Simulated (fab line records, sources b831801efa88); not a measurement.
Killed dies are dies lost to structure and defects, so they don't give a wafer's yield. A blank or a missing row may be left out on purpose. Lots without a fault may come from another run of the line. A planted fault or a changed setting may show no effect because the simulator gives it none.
Problem report in the 8D (eight disciplines) form, filled by code | flow sky130 | the parts of the form that need people (team, actions taken, sign-off) are left out

1. THE PROBLEM
GATE_OXIDE_TW at SKY_GATE_OXIDE_TW_MEAS_14 reads a mean of 258.8 on 6 wafers of 2 lots; wafers without a fault read 223.9 with a standard deviation of 1.5. That is +23 standard deviations from the usual mean.
First seen on wafer L689.1, day 17 15:13, on film_metro-02. The record holds 36 wafers of 12 lots with a number at this step. Rule for "out", or "out of limits": more than 4 standard deviations from the usual mean. The other wafers with a number count as sound.

2. WHAT IT IS AND WHAT IT IS NOT
question                    | is                           | is not
which readings at this step | GATE_OXIDE_TW                | -
which lots                  | L689, L690                   | L680, L682, L683, L692, L694, L698, L699, L700, L701, L702
which wafers of those lots  | all that have a number       | -
read on which gauges        | film_metro-02, film_metro-03 | film_metro-01
when                        | from day 17 15:13            | up to then (9 sound wafers); but 21 sound wafers of L692, L694, L698, L699, L700, L701, L702 came after

3. SUSPECTS, AND WHAT RULES EACH OUT
Counting: a tool at a process step up to the reading stays a suspect if it ran every lot that is out and no sound lot after the first of them.
- the gauge at SKY_GATE_OXIDE_TW_MEAS_14: ruled out. The wafers that are out were read on 2 gauges (film_metro-02, film_metro-03).
- plasma_asher-02 at SKY_VT_ADJUST_NCORE_STRIP_10 (strips in O2/N2): ruled out as a lasting fault. Sound lots L692, L694, L698, L699, L701 ran on it after its first lot that is out, L689 (day 11 12:34).
- implanter-03 at SKY_GATE_OXIDE_IMPLANT_11: kept. It ran every lot that is out, first L689 (day 17 14:51), and no sound lot after that; its last sound lot up to then is L683 (day 15 06:16). Its own readings are out on those wafers: dose_ions_cm2, faraday_current_uA.
Left after counting: implanter-03 at SKY_GATE_OXIDE_IMPLANT_11.

4. THE CAUSE (what the simulator had put in)
Process parameter drift: implanter-03, from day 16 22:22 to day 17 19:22, at SKY_GATE_OXIDE_IMPLANT_11. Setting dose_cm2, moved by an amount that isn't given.
Counting left only this tool.

5. THE CHAIN OF EFFECTS, in route order
Each row: a reading whose mean over the struck wafers that have a number lies more than 3 standard deviations from the usual. Only readings for which the record gives a usual standard deviation are gone through. hours: the time from each lot's start at the first step in this table that gives one to its start at this step, as a median over the lots. sigmas: the change in usual standard deviations.
hours | step                      | reading            | usual   | on struck wafers | change   | sigmas
0     | SKY_GATE_OXIDE_IMPLANT_11 | dose_ions_cm2      | 2.6e+12 | 4.3e+12          | +1.7e+12 | +99 or more
0     | SKY_GATE_OXIDE_IMPLANT_11 | faraday_current_uA | 14.6    | 24.0             | +9.4     | +30
0     | SKY_GATE_OXIDE_TW_MEAS_14 | GATE_OXIDE_TW      | 223.9   | 258.8            | +34.9    | +23
The process steps in it:
- SKY_GATE_OXIDE_IMPLANT_11

6. WHAT WOULD HAVE CAUGHT IT SOONER
In this record the first reading out of limits at a measuring or inspecting step was taken at day 17 15:13, 17 hours after the fault began at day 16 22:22.
The tool's own readings at SKY_GATE_OXIDE_IMPLANT_11 were out on every struck wafer that the step has a row for (dose_ions_cm2, faraday_current_uA): an alarm limit on them would have fired on the first of those.
Of the lots that are out (2), L690 began SKY_GATE_OXIDE_IMPLANT_11 on implanter-03 after day 17 15:13. A hold on the tool at that time would have spared it.
